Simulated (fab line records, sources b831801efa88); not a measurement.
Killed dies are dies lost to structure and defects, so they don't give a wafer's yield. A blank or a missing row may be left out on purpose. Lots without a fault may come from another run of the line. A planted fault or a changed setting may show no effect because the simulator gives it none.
fab line records | flow sky130
record lots=24 wafers=72 last_day=50
route steps=708 shown METAL1@437 METAL2@489 VIA2@510
lots that met no fault: from a run of the same line without faults
start_h: hours from the record's first day to the start of the lot's first wafer shown | wait_h: hours since the lot's step before | " the same as in the row above | L1.1+2: a row that stands for several wafers | - no value, or no start given | * or withheld: withheld | < > ~ a bound
route shown NAME@n: a module of which the file shows steps, and the number in the route of the first | usual: mean/standard deviation of fault-free wafers | same: alike in all rows | chamber/n: place in a boat | sites: the reading at each site | _std_site: their standard deviation | _edge_site: outer sites' mean less inner sites' | radius_mm: how far each site lies from the wafer's centre | mask NAME#n: copy n | behind: the tool/chamber that last shaped the wafer | hold: why the lot was held/for how many hours/how that ended | device: the transistor (n, p or np) that didn't switch | end of line: the same wafers' tests at the end of the route | a step without rows: its recipe alone | killed: dies lost to structure and defects at the first sort, not the wafer's yield | map: a wafer's dies, x killed, . not, _ none there
set.NAME: the setting as run; set.NAME@STEP: as run at that earlier step | model.NAME: the simulator's own value behind a step, which no gauge read
steps of the route over a sample of lots; a table a step, a row a wafer
services: from which hour (start_h, from the record's first day; less than 0 if before it) a tool's chamber was out of use, for how many hours, and why
## steps
# step SKY_METAL1_SPUTTER_03
# recipe material=Ti target_thk_nm=5 power_w=3000 time_s=3.3 chamber_pressure_pa=0.4
# usual throttle_valve_pct=30.4/1.2
# columns lot.wafer tool chamber start_h wait_h throttle_valve_pct
L074.1 pvd_sputter-02 - 733.55 0.0 29.4
L074.2 " - " " 31.2
L074.6 " - " " 33.0
L075.2 pvd_sputter-01 - 738.43 0.0 29.9
L075.4 " - " " 30.3
L075.5 " - " " 29.0
L076.1 pvd_sputter-04 - 746.85 0.0 29.8
L076.5 " - " " 30.2
L076.6 " - " " 29.8
L077.2 pvd_sputter-01 - 754.60 0.0 30.3
L077.5 " - " " 30.7
L077.6 " - " " 29.2
L078.3 pvd_sputter-02 - 765.76 0.0 29.8
L078.4 " - " " 29.5
L078.6 " - " " 29.7
L079.2 pvd_sputter-01 - 776.38 0.0 30.3
L079.3 " - " " 29.7
L079.4 " - " " 30.1
L080.2 pvd_sputter-02 - 777.69 0.0 33.1
L080.5 " - " " 32.8
L080.6 " - " " 29.9
L081.1 pvd_sputter-04 - 792.45 0.0 30.1
L081.2 " - " " 28.6
L081.6 " - " " 31.5
L082.2 pvd_sputter-02 - 805.53 0.0 31.3
L082.4 " - " " 30.0
L082.6 " - " " 31.1
L083.2 pvd_sputter-04 - 810.53 0.0 28.6
L083.4 " - " " 31.6
L083.6 " - " " 30.3
L084.2 pvd_sputter-01 - 816.28 0.0 30.6
L084.4 " - " " 30.6
L084.6 " - " " 30.3
L085.1 pvd_sputter-02 - 821.17 0.0 31.3
L085.4 " - " " 30.1
L085.5 " - " " 29.5
L086.1 pvd_sputter-04 - 832.71 0.0 30.1
L086.2 " - " " 30.1
L086.4 " - " " 28.6
L087.3 pvd_sputter-02 - 840.35 0.0 29.6
L087.4 " - " " 29.8
L087.6 " - " " 32.9
L088.1 pvd_sputter-01 - 842.10 0.0 30.4
L088.4 " - " " 29.9
L088.6 " - " " 30.6
L089.1 pvd_sputter-04 - 856.39 0.0 30.1
L089.2 " - " " 30.0
L089.4 " - " " 31.8
L090.2 pvd_sputter-04 - 860.91 0.0 28.7
L090.5 " - " " 29.7
L090.6 " - " " 30.2
L091.2 pvd_sputter-02 - 868.77 0.0 31.2
L091.3 " - " " 29.2
L091.4 " - " " 33.0
L092.1 pvd_sputter-01 - 871.58 0.0 30.4
L092.3 " - " " 30.3
L092.4 " - " " 29.5
L094.2 pvd_sputter-01 - 891.57 0.0 30.3
L094.4 " - " " 30.0
L094.6 " - " " 29.7
L093.4 pvd_sputter-02 - 893.61 0.0 31.1
L093.5 " - " " 31.3
L093.6 " - " " 33.1
L095.3 pvd_sputter-01 - 894.37 0.0 30.7
L095.4 " - " " 30.3
L095.5 " - " " 30.3
L096.4 pvd_sputter-01 - 900.95 0.0 30.5
L096.5 " - " " 29.5
L096.6 " - " " 29.8
L097.3 pvd_sputter-02 - 906.41 0.0 32.9
L097.4 " - " " 29.4
L097.5 " - " " 29.7
# step SKY_METAL2_THK_MEAS_06
# recipe thk_meas_gauge=xrf reads=AlCu_of_METAL2_SPUTTER_02
# usual METAL2_ALCU_THK=248/3.1
# columns lot.wafer tool chamber start_h wait_h METAL2_ALCU_THK[nm]
L074.1 film_metro-04 - 790.45 0.1 247
L074.2 " - " " 248
L074.6 " - " " 250
L075.2 film_metro-04 - 794.96 0.1 245
L075.4 " - " " 244
L075.5 " - " " 245
L076.1 film_metro-03 - 803.39 0.1 249
L076.5 " - " " 250
L076.6 " - " " 251
L077.2 film_metro-04 - 811.36 0.1 246
L077.5 " - " " 250
L077.6 " - " " 247
L078.3 film_metro-03 - 821.72 0.1 246
L078.4 " - " " 244
L078.6 " - " " 246
L079.2 film_metro-04 - 832.61 0.1 248
L079.3 " - " " 247
L079.4 " - " " 248
L080.2 film_metro-03 - 833.53 0.1 243
L080.5 " - " " 246
L080.6 " - " " 250
L081.1 film_metro-04 - 847.66 0.1 249
L081.2 " - " " 246
L081.6 " - " " 246
L082.2 film_metro-02 - 861.58 0.1 250
L082.4 " - " " 251
L082.6 " - " " 247
L083.2 film_metro-02 - 865.63 0.1 253
L083.4 " - " " 253
L083.6 " - " " 254
L084.2 film_metro-04 - 873.34 0.1 248
L084.4 " - " " 248
L084.6 " - " " 246
L085.1 film_metro-04 - 876.37 0.1 245
L085.4 " - " " 244
L085.5 " - " " 242
L086.1 film_metro-03 - 887.87 0.1 249
L086.2 " - " " 250
L086.4 " - " " 247
L087.3 film_metro-04 - 896.00 0.1 246
L087.4 " - " " 248
L087.6 " - " " 247
L088.1 film_metro-04 - 897.53 0.1 242
L088.4 " - " " 239
L088.6 " - " " 243
L089.1 film_metro-03 - 911.05 0.1 246
L089.2 " - " " 249
L089.4 " - " " 246
L090.2 film_metro-04 - 915.76 0.1 243
L090.5 " - " " 247
L090.6 " - " " 244
L091.2 film_metro-03 - 923.42 0.1 248
L091.3 " - " " 247
L091.4 " - " " 248
L092.1 film_metro-04 - 925.22 0.1 250
L092.3 " - " " 246
L092.4 " - " " 248
L094.2 film_metro-03 - 944.64 0.1 246
L094.4 " - " " 246
L094.6 " - " " 250
L093.4 film_metro-02 - 947.68 0.1 247
L093.5 " - " " 244
L093.6 " - " " 244
L095.3 film_metro-04 - 948.37 0.1 249
L095.4 " - " " 249
L095.5 " - " " 249
L096.4 film_metro-03 - 953.98 0.1 250
L096.5 " - " " 252
L096.6 " - " " 253
L097.3 film_metro-03 - 959.19 0.1 255
L097.4 " - " " 254
L097.5 " - " " 253
# step SKY_METAL2_STRIP_20
# recipe chemistry=O2/N2 power_w=1400 pressure_mtorr=1500 platen_temp_c=withheld o2_flow_sccm=3000 n2_flow_sccm=300 overash_fraction=0.5
# usual drypump_motor_current_A=5.94/0.28 oes_product_au=0.344/0.0049 strip_time_to_endpoint_s=2.72/0.064
# columns lot.wafer tool chamber start_h wait_h drypump_motor_current_A oes_product_au rf_hours_counter_h strip_time_to_endpoint_s
L074.1 plasma_asher-03 0 817.75 0.1 5.57 0.335 40 2.75
L074.2 " 1 " " 6.07 0.335 40 2.57
L074.6 " 0 " " 5.59 0.346 - 2.79
L075.2 plasma_asher-03 0 821.90 0.1 5.53 0.345 41 2.76
L075.4 " 0 " " 5.49 0.347 - 2.72
L075.5 " 1 " " 6.05 0.333 - 2.68
L076.1 plasma_asher-04 1 830.70 0.1 5.92 0.339 8 2.65
L076.5 " 0 " " 6.23 0.333 - 2.67
L076.6 " 1 " " 5.91 0.343 - 2.63
L077.2 plasma_asher-04 1 838.05 0.1 5.93 0.347 9 2.73
L077.5 " 1 " " 5.91 0.345 - 2.73
L077.6 " 0 " " 6.26 0.344 - 2.76
L078.3 plasma_asher-04 1 847.95 0.1 5.90 0.338 - 2.53
L078.4 " 0 " " 6.25 0.339 - 2.77
L078.6 " 1 " " 5.92 0.342 - 2.55
L079.2 plasma_asher-02 1 859.30 0.1 6.17 0.332 74 2.59
L079.3 " 0 " " 5.50 0.333 - 2.58
L079.4 " 1 " " 6.15 0.346 - 2.76
L080.2 plasma_asher-04 0 860.67 0.1 6.26 0.337 13 2.66
L080.5 " 0 " " 6.25 0.340 - 2.65
L080.6 " 1 " " 5.94 0.342 - 2.63
L081.1 plasma_asher-04 0 873.80 0.1 6.25 0.346 14 2.77
L081.2 " 1 " " 5.91 0.342 14 2.61
L081.6 " 1 " " 5.95 0.347 - 2.78
L082.2 plasma_asher-04 0 888.29 0.1 6.26 0.345 16 2.73
L082.4 " 1 " " 5.93 0.345 - 2.64
L082.6 " 0 " " 6.27 0.339 - 2.69
L083.2 plasma_asher-02 1 891.81 0.1 6.16 0.334 78 2.64
L083.4 " 0 " " 5.50 0.345 - 2.80
L083.6 " 1 " " 6.13 0.349 - 2.79
L084.2 plasma_asher-02 0 899.10 0.1 5.51 0.337 78 2.77
L084.4 " 1 " " 6.14 0.339 - 2.67
L084.6 " 1 " " 6.15 0.349 - 2.78
L085.1 plasma_asher-03 1 902.09 0.1 6.04 0.349 46 2.75
L085.4 " 1 " " 6.05 0.343 - 2.73
L085.5 " 0 " " 5.56 0.347 - 2.74
L086.1 plasma_asher-04 0 914.12 0.1 6.25 0.348 18 2.78
L086.2 " 1 " " 5.92 0.343 18 2.77
L086.4 " 0 " " 6.26 0.345 - 2.79
L087.3 plasma_asher-03 0 920.82 0.1 5.61 0.354 - 2.77
L087.4 " 1 " " 6.04 0.338 - 2.76
L087.6 " 0 " " 5.61 0.345 - 2.80
L088.1 plasma_asher-04 0 923.17 0.2 6.21 0.346 19 2.76
L088.4 " 1 " " 5.93 0.347 - 2.76
L088.6 " 0 " " 6.21 0.353 - 2.76
L089.1 plasma_asher-04 0 936.12 0.1 6.26 0.341 20 2.67
L089.2 " 1 " " 5.93 0.355 20 2.74
L089.4 " 1 " " 5.92 0.351 - 2.64
L090.2 plasma_asher-02 1 940.75 0.1 6.16 0.349 82 2.75
L090.5 " 1 " " 6.15 0.350 - 2.76
L090.6 " 0 " " 5.50 0.342 - 2.66
L091.2 plasma_asher-04 1 947.95 0.1 5.93 0.345 21 2.77
L091.3 " 0 " " 6.26 0.338 - 2.68
L091.4 " 1 " " 5.91 0.341 - 2.73
L092.1 plasma_asher-03 1 949.70 0.1 6.03 0.348 51 2.68
L092.3 " 0 " " 5.54 0.349 - 2.70
L092.4 " 1 " " 6.04 0.345 - 2.78
L094.2 plasma_asher-02 1 969.25 0.1 6.15 0.352 85 2.76
L094.4 " 0 " " 5.48 0.349 - 2.74
L094.6 " 1 " " 6.16 0.346 - 2.71
L093.4 plasma_asher-02 1 971.39 0.1 6.17 0.345 - 2.69
L093.5 " 0 " " 5.50 0.344 - 2.72
L093.6 " 1 " " 6.17 0.342 - 2.68
L095.3 plasma_asher-03 0 972.54 0.1 5.60 0.349 - 2.69
L095.4 " 1 " " 6.02 0.351 - 2.77
L095.5 " 0 " " 5.60 0.340 - 2.67
L096.4 plasma_asher-04 1 978.22 0.1 5.93 0.339 - 2.77
L096.5 " 0 " " 6.25 0.342 - 2.76
L096.6 " 1 " " 5.93 0.350 - 2.69
L097.3 plasma_asher-02 0 983.27 0.1 5.50 0.344 - 2.73
L097.4 " 1 " " 6.14 0.344 - 2.76
L097.5 " 0 " " 5.51 0.346 - 2.76
# step SKY_VIA2_BOW_MEAS_03
# recipe mode=bow
# usual VIA2_BOW=87/7.6
# columns lot.wafer tool chamber start_h wait_h VIA2_BOW[um]
L074.1 film_metro-04 - 818.87 0.2 84
L074.2 " - " " 87
L074.6 " - " " 79
L075.2 film_metro-04 - 823.13 0.3 95
L075.4 " - " " 84
L075.5 " - " " 94
L076.1 film_metro-04 - 831.82 0.1 92
L076.5 " - " " 75
L076.6 " - " " 75
L077.2 film_metro-01 - 839.19 0.1 93
L077.5 " - " " 96
L077.6 " - " " 88
L078.3 film_metro-03 - 849.04 0.2 92
L078.4 " - " " 103
L078.6 " - " " 88
L079.2 film_metro-04 - 860.40 0.1 86
L079.3 " - " " 84
L079.4 " - " " 95
L080.2 film_metro-03 - 861.76 0.2 94
L080.5 " - " " 83
L080.6 " - " " 84
L081.1 film_metro-04 - 874.88 0.1 98
L081.2 " - " " 91
L081.6 " - " " 96
L082.2 film_metro-03 - 889.44 0.2 98
L082.4 " - " " 104
L082.6 " - " " 100
L083.2 film_metro-03 - 892.96 0.3 71
L083.4 " - " " 83
L083.6 " - " " 94
L084.2 film_metro-03 - 900.29 0.2 84
L084.4 " - " " 82
L084.6 " - " " 89
L085.1 film_metro-03 - 903.22 0.2 81
L085.4 " - " " 93
L085.5 " - " " 81
L086.1 film_metro-03 - 915.19 0.2 81
L086.2 " - " " 75
L086.4 " - " " 71
L087.3 film_metro-01 - 921.91 0.1 99
L087.4 " - " " 71
L087.6 " - " " 77
L088.1 film_metro-03 - 924.25 0.2 79
L088.4 " - " " 79
L088.6 " - " " 92
L089.1 film_metro-04 - 937.19 0.2 99
L089.2 " - " " 77
L089.4 " - " " 94
L090.2 film_metro-03 - 941.86 0.3 89
L090.5 " - " " 83
L090.6 " - " " 86
L091.2 film_metro-01 - 949.14 0.1 90
L091.3 " - " " 93
L091.4 " - " " 105
L092.1 film_metro-03 - 952.49 0.1 92
L092.3 " - " " 84
L092.4 " - " " 82
L094.2 film_metro-03 - 970.36 0.2 84
L094.4 " - " " 87
L094.6 " - " " 89
L093.4 film_metro-04 - 972.52 0.2 91
L093.5 " - " " 92
L093.6 " - " " 82
L095.3 film_metro-01 - 973.63 0.1 93
L095.4 " - " " 88
L095.5 " - " " 81
L096.4 film_metro-04 - 979.39 0.3 82
L096.5 " - " " 94
L096.6 " - " " 88
L097.3 film_metro-04 - 984.39 0.2 88
L097.4 " - " " 85
L097.5 " - " " 88
# step SKY_VIA2_OVL_MEAS_13
# usual VIA2_OVL=3/5.2
# columns lot.wafer tool chamber start_h wait_h VIA2_OVL[nm]
L074.1 overlay-01 - 845.13 0.1 -4
L074.2 " - " " 6
L074.6 " - " " 2
L075.2 overlay-01 - 849.57 0.1 -1
L075.4 " - " " 4
L075.5 " - " " -1
L076.1 overlay-02 - 858.66 0.1 -6
L076.5 " - " " -2
L076.6 " - " " 1
L077.2 overlay-02 - 865.09 0.1 -5
L077.5 " - " " -1
L077.6 " - " " 3
L078.3 overlay-02 - 874.97 0.1 7
L078.4 " - " " -1
L078.6 " - " " 7
L079.2 overlay-02 - 885.90 0.1 6
L079.3 " - " " -4
L079.4 " - " " -1
L080.2 overlay-02 - 888.09 0.1 8
L080.5 " - " " 6
L080.6 " - " " 3
L081.1 overlay-01 - 900.73 0.1 9
L081.2 " - " " 10
L081.6 " - " " 3
L082.2 overlay-02 - 915.27 0.1 8
L082.4 " - " " 7
L082.6 " - " " 13
L083.2 overlay-01 - 918.54 0.1 7
L083.4 " - " " 8
L083.6 " - " " 13
L084.2 overlay-01 - 925.70 0.1 2
L084.4 " - " " 6
L084.6 " - " " 0
L085.1 overlay-02 - 928.44 0.1 18
L085.4 " - " " 8
L085.5 " - " " 13
L086.1 overlay-01 - 939.69 0.1 -1
L086.2 " - " " -3
L086.4 " - " " 4
L087.3 overlay-01 - 946.36 0.1 4
L087.4 " - " " -2
L087.6 " - " " -5
L088.1 overlay-02 - 948.44 0.1 13
L088.4 " - " " 11
L088.6 " - " " 4
L089.1 overlay-01 - 961.26 0.1 2
L089.2 " - " " -1
L089.4 " - " " 10
L090.2 overlay-02 - 965.74 0.1 2
L090.5 " - " " 5
L090.6 " - " " 4
L091.2 overlay-01 - 973.22 0.1 7
L091.3 " - " " 6
L091.4 " - " " 6
L092.1 overlay-01 - 976.34 0.1 8
L092.3 " - " " 4
L092.4 " - " " 7
L094.2 overlay-01 - 993.85 0.1 14
L094.4 " - " " 3
L094.6 " - " " 9
L093.4 overlay-02 - 996.20 0.1 2
L093.5 " - " " 2
L093.6 " - " " 8
L095.3 overlay-01 - 997.49 0.1 -2
L095.4 " - " " 4
L095.5 " - " " 10
L096.4 overlay-02 - 1002.98 0.1 -4
L096.5 " - " " -5
L096.6 " - " " -4
L097.3 overlay-01 - 1008.47 0.1 2
L097.4 " - " " 1
L097.5 " - " " 2
# step SKY_VIA2_CMP_24
# recipe stop_on=SiO2 t_overpolish_s=20 down_force_psi=3.5 platen_rpm=60 target_thk_nm=0 pad_velocity_m_s=0.94248
# usual edge_zone_pressure_frac=0.999/0.0048 motor_current_A=11.3/0.72 overpolish_run_s=20.000/0.0089 retaining_ring_pressure_frac=1.001/0.0048 time_to_endpoint_s=101/4.1
# columns lot.wafer tool chamber start_h wait_h edge_zone_pressure_frac motor_current_A overpolish_run_s retaining_ring_pressure_frac time_to_endpoint_s
L074.1 cmp-01 3 846.32 0.1 0.996 11.6 20.001 0.992 105
L074.2 " 1 " " 0.995 11.3 19.994 1.004 102
L074.6 " 2 " " 0.998 11.6 19.989 1.005 99
L075.4 cmp-01 2 850.85 0.1 0.997 11.1 20.000 1.009 104
L075.2 " 3 " " 0.998 12.1 20.006 1.000 107
L075.5 " 0 " " 0.995 11.4 20.001 1.000 104
L076.1 cmp-01 1 859.82 0.1 0.998 12.3 19.995 1.003 99
L076.5 " 0 " " 1.012 10.9 19.995 0.997 100
L076.6 " 1 " " 1.001 11.7 19.990 0.998 99
L077.2 cmp-01 2 866.29 0.1 0.989 11.3 19.998 0.998 106
L077.5 " 0 " " 1.002 10.9 19.999 0.999 106
L077.6 " 1 " " 1.007 11.4 20.000 0.998 98
L078.3 cmp-01 0 876.21 0.2 1.001 10.6 20.003 1.007 100
L078.4 " 1 " " 0.997 11.8 19.992 1.003 102
L078.6 " 3 " " 0.997 12.1 20.014 1.002 103
L079.4 cmp-01 2 887.09 0.1 1.005 11.4 19.993 1.003 105
L079.2 " 3 " " 0.998 11.9 20.000 0.995 107
L079.3 " 0 " " 1.000 11.2 20.000 1.002 102
L080.2 cmp-01 1 889.19 0.0 0.993 11.7 20.015 1.003 104
L080.5 " 1 " " 0.995 11.5 20.002 1.001 107
L080.6 " 2 " " 0.993 11.4 20.002 0.999 102
L081.2 cmp-01 2 901.97 0.1 0.994 11.6 20.001 1.006 106
L081.1 " 3 " " 1.000 12.1 20.001 1.003 109
L081.6 " 1 " " 1.002 12.0 19.999 0.996 107
L082.2 cmp-02 3 916.42 0.1 1.005 10.7 20.000 0.994 106
L082.4 " 1 " " 1.000 11.3 19.997 1.008 108
L082.6 " 2 " " 1.001 9.6 20.013 0.997 110
L083.2 cmp-02 1 919.69 0.1 1.000 11.9 20.016 0.996 103
L083.4 " 3 " " 0.993 10.6 19.995 0.999 102
L083.6 " 0 " " 1.000 11.6 20.001 1.001 95
L084.4 cmp-02 3 926.80 0.0 0.997 10.2 19.997 0.996 108
L084.2 " 2 " " 0.995 9.1 19.992 1.010 105
L084.6 " 3 " " 1.000 10.3 20.013 0.989 104
L085.4 cmp-01 1 929.55 0.0 1.008 12.0 20.008 1.000 100
L085.1 " 2 " " 1.001 11.7 20.002 0.994 99
L085.5 " 1 " " 0.999 11.6 19.996 1.002 105
L086.4 cmp-01 2 940.83 0.0 1.004 11.4 19.992 1.003 98
L086.1 " 3 " " 1.002 11.8 20.003 1.001 102
L086.2 " 0 " " 0.997 11.4 20.017 0.999 95
L087.3 cmp-01 0 947.54 0.1 0.998 11.2 19.999 1.000 99
L087.4 " 1 " " 0.992 11.5 20.010 1.002 102
L087.6 " 0 " " 1.005 11.6 19.977 0.994 97
L088.1 cmp-02 3 951.94 2.4 0.997 10.8 19.996 0.998 98
L088.4 " 1 " " 0.997 11.3 19.992 1.004 95
L088.6 " 2 " " 0.993 9.8 19.998 1.009 101
L089.4 cmp-01 3 962.38 0.0 0.997 12.1 20.001 1.010 105
L089.1 " 1 " " 1.003 11.1 19.992 1.000 105
L089.2 " 2 " " 0.999 12.0 20.000 1.000 99
L090.2 cmp-02 2 966.95 0.1 0.995 9.9 20.008 1.007 100
L090.6 " 0 " " 0.999 11.3 20.002 1.002 90
L090.5 " 1 " " 1.002 11.5 20.000 0.999 98
L091.4 cmp-02 2 974.34 0.0 1.002 10.1 20.005 1.010 102
L091.3 " 3 " " 1.000 10.8 20.011 0.997 104
L091.2 " 0 " " 1.001 11.4 19.999 0.992 97
L092.3 cmp-01 2 977.45 0.0 0.988 11.7 19.993 0.999 94
L092.1 " 0 " " 1.004 10.9 20.009 1.001 96
L092.4 " 1 " " 0.992 11.2 20.001 0.997 100
L094.4 cmp-01 2 995.13 0.2 0.989 11.7 19.997 1.004 101
L094.2 " 3 " " 0.999 11.6 20.001 1.003 103
L094.6 " 3 " " 0.992 12.3 19.996 1.002 104
L093.4 cmp-01 1 997.34 0.1 0.991 12.2 20.007 0.993 102
L093.6 " 0 " " 0.996 10.8 20.013 1.000 101
L093.5 " 1 " " 1.000 12.2 20.005 0.999 106
L095.3 cmp-02 3 998.64 0.1 0.996 10.2 19.989 0.994 94
L095.4 " 1 " " 1.001 11.8 20.005 1.003 100
L095.5 " 3 " " 0.995 9.8 19.995 1.001 100
L096.4 cmp-02 1 1004.11 0.0 1.003 10.8 19.999 0.997 101
L096.6 " 1 " " 1.003 12.0 20.002 0.996 106
L096.5 " 2 " " 1.004 9.9 20.000 1.004 106
L097.4 cmp-01 0 1009.68 0.1 1.005 10.1 20.007 0.997 102
L097.3 " 1 " " 1.003 12.0 20.003 1.006 100
L097.5 " 3 " " 0.998 11.9 19.987 1.009 102
## services
# columns tool chamber start_h hours kind
cmp-02 - 718.11 6.6 pm
cmp-02 - 724.92 0.4 repair
plasma_asher-04 - 733.75 9.0 pm
cmp-01 - 744.09 4.0 pm
plasma_asher-04 - 751.71 2.4 repair
cmp-01 - 756.82 1.8 repair
cmp-01 - 765.95 2.9 repair
cmp-02 - 771.56 2.4 repair
plasma_asher-04 - 781.29 1.2 repair
pvd_sputter-02 - 811.12 2.6 repair
cmp-01 - 834.45 0.3 repair
cmp-01 - 844.01 0.3 repair
cmp-02 - 853.19 1.0 repair
cmp-02 - 864.23 18.3 repair
cmp-02 - 865.24 13.8 repair
cmp-01 - 882.46 1.7 repair
cmp-01 - 883.39 2.1 repair
cmp-02 - 889.91 6.4 repair
plasma_asher-04 - 893.72 2.8 pm
cmp-01 - 896.32 4.9 pm
cmp-02 - 912.25 4.0 pm
pvd_sputter-02 - 945.60 2.5 repair
pvd_sputter-02 - 956.78 1.8 repair
pvd_sputter-02 - 971.94 0.6 repair
## key
fault none
